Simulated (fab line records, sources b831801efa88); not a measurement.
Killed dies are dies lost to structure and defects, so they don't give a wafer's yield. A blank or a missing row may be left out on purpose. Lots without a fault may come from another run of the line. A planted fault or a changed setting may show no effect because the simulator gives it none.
Which tool did it? | flow sky130 | 6 lots, 17 wafers sampled, at 2 steps of a route of 708

WHAT THE GAUGES READ, wafer by wafer
SKY_SONOS_TUNNEL_TW_MEAS_12.
lot  | measured     | on            | SONOS_TUNNEL_TW
L283 | day 12 03:33 | film_metro-02 | 196.1 195.2 195.5
L286 | day 12 20:10 | film_metro-01 | 198.2 198.0 198.3
L296 | day 16 09:59 | film_metro-02 | 181.1 180.9
L299 | day 17 23:22 | film_metro-04 | 197.6 196.1 197.2
L302 | day 18 11:34 | film_metro-04 | 196.0 196.5 194.8
L304 | day 18 23:26 | film_metro-02 | 195.6 196.2 196.6

WHICH TOOL RAN EACH LOT (tool, then ch and the chambers of the sampled wafers, then the start)
lot  | SKY_SONOS_TUNNEL_IMPLANT_09
L283 | implanter-01 ch 0, day 12 03:08
L286 | implanter-01 ch 0, day 12 19:46
L296 | implanter-04 ch 0, day 16 09:34
L299 | implanter-03 ch 0, day 17 22:56
L302 | implanter-03 ch 0, day 18 11:08
L304 | implanter-01 ch 0, day 18 23:02
- SKY_SONOS_TUNNEL_IMPLANT_09

THE ANSWER, worked out from the rows above alone
Rule: what is usual is taken from the lots themselves. Put in order of their means at a reading, lots are off if they are a third of the lots or fewer, leave a main group of 4 or more, and stand apart from it by a gap of 3 or more times the standard deviation of the main group's means; of several such gaps the widest counts. A main group whose means are all the same, to the digits that the tables above print for the reading, isn't used. A lot without any number at a reading at which 4 lots or more have one is off too. The other lots that the step has rows for count as sound.
Off: L296, at SKY_SONOS_TUNNEL_TW_MEAS_12 (SONOS_TUNNEL_TW). The main group: mean 196.5, standard deviation 0.95.
A tool fits if, at a process step before that reading, it ran every lot that is off, and no sound lot after the first of them. The gauges at SKY_SONOS_TUNNEL_TW_MEAS_12 are tried like those tools. One fits: implanter-04 at SKY_SONOS_TUNNEL_IMPLANT_09. It ran no sound lot before its first lot that is off in this sample, so the start can't be narrowed down.

WHAT THE SIMULATOR HAD PUT IN
Process parameter drift: implanter-04, from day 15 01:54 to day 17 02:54, at SKY_SONOS_TUNNEL_IMPLANT_09. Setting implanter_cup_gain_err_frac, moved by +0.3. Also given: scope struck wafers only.
Lots struck among those shown: L296. The rule above found the same.
